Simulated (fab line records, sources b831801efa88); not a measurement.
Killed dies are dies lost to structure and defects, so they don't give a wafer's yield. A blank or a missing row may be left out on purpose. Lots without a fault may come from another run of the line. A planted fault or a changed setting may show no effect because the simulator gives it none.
Which tool did it? | flow gf180mcu | 11 lots, 33 wafers sampled, at 3 steps of a route of 602

WHAT THE GAUGES READ, wafer by wafer
GF_VT_IMPLANT_RS_MEAS_48: measures by four-point-probe.
lot  | measured     | on            | LVPWELL_RS (ohm/sq)
L534 | day 7 20:03  | film_metro-03 | 1197 1199 1199
L535 | day 8 01:53  | film_metro-01 | 1198 1200 1200
L537 | day 8 16:14  | film_metro-04 | 1191 1194 1190
L541 | day 9 18:41  | film_metro-03 | 1196 1198 1194
L543 | day 10 09:22 | film_metro-04 | 1197 1193 1193
L544 | day 10 17:35 | film_metro-01 | 1196 1194 1197
L547 | day 11 11:54 | film_metro-04 | 1163 1166 1166 1165 1164 1166
L548 | day 11 18:03 | film_metro-01 | 1169 1172 1173 1171 1169 1172
L552 | day 12 22:54 | film_metro-04 | 1201 1199 1199
L554 | day 13 08:55 | film_metro-03 | 1195 1194 1194
L556 | day 14 01:26 | film_metro-04 | 1197 1198 1198

WHICH TOOL RAN EACH LOT (tool, then ch and the chambers of the sampled wafers, then the start)
lot  | GF_LVPWELL_IMPLANT_08          | GF_MVSD_STRIP_10
L534 | implanter-02 ch 0, day 4 02:31 | plasma_asher-04 ch 0,1, day 4 15:55
L535 | implanter-02 ch 0, day 4 07:44 | plasma_asher-04 ch 0,1, day 4 21:34
L537 | implanter-02 ch 0, day 4 19:44 | plasma_asher-01 ch 0,1, day 5 10:04
L541 | implanter-02 ch 0, day 5 18:37 | plasma_asher-03 ch 0,1, day 6 10:02
L543 | implanter-01 ch 0, day 6 05:04 | plasma_asher-03 ch 0,1, day 6 20:31
L544 | implanter-03 ch 0, day 6 11:19 | plasma_asher-03 ch 0,1, day 7 03:16
L547 | implanter-03 ch 0, day 7 03:59 | plasma_asher-04 ch 0,1, day 7 20:17
L548 | implanter-03 ch 0, day 7 09:28 | plasma_asher-04 ch 0,1, day 8 01:24
L552 | implanter-01 ch 0, day 8 07:52 | plasma_asher-04 ch 0,1, day 9 00:59
L554 | implanter-01 ch 0, day 8 17:24 | plasma_asher-01 ch 0,1, day 9 10:34
L556 | implanter-02 ch 0, day 9 07:23 | plasma_asher-01 ch 0, day 10 01:40
- GF_LVPWELL_IMPLANT_08
- GF_MVSD_STRIP_10: strips in O2/N2.

THE ANSWER, worked out from the rows above alone
Rule: what is usual is taken from the lots themselves. Put in order of their means at a reading, lots are off if they are a third of the lots or fewer, leave a main group of 4 or more, and stand apart from it by a gap of 3 or more times the standard deviation of the main group's means; of several such gaps the widest counts. A main group whose means are all the same, to the digits that the tables above print for the reading, isn't used. A lot without any number at a reading at which 4 lots or more have one is off too. The other lots that the step has rows for count as sound.
Off: L547, L548, at GF_VT_IMPLANT_RS_MEAS_48 (LVPWELL_RS). The main group: mean 1196 ohm/sq, standard deviation 2.5.
A tool fits if, at a process step before that reading, it ran every lot that is off, and no sound lot after the first of them. The gauges at GF_VT_IMPLANT_RS_MEAS_48 are tried like those tools. One fits: implanter-03 at GF_LVPWELL_IMPLANT_08. Its last sound lot is L544 (day 6 11:19), its first lot that is off L547 (day 7 03:59): a fault that began between those two fits.

WHAT THE SIMULATOR HAD PUT IN
Process parameter drift: implanter-03, from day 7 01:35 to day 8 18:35, at GF_LVPWELL_IMPLANT_08. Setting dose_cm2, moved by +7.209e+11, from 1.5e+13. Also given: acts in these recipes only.
Lots struck among those shown: L547, L548. The rule above found the same.
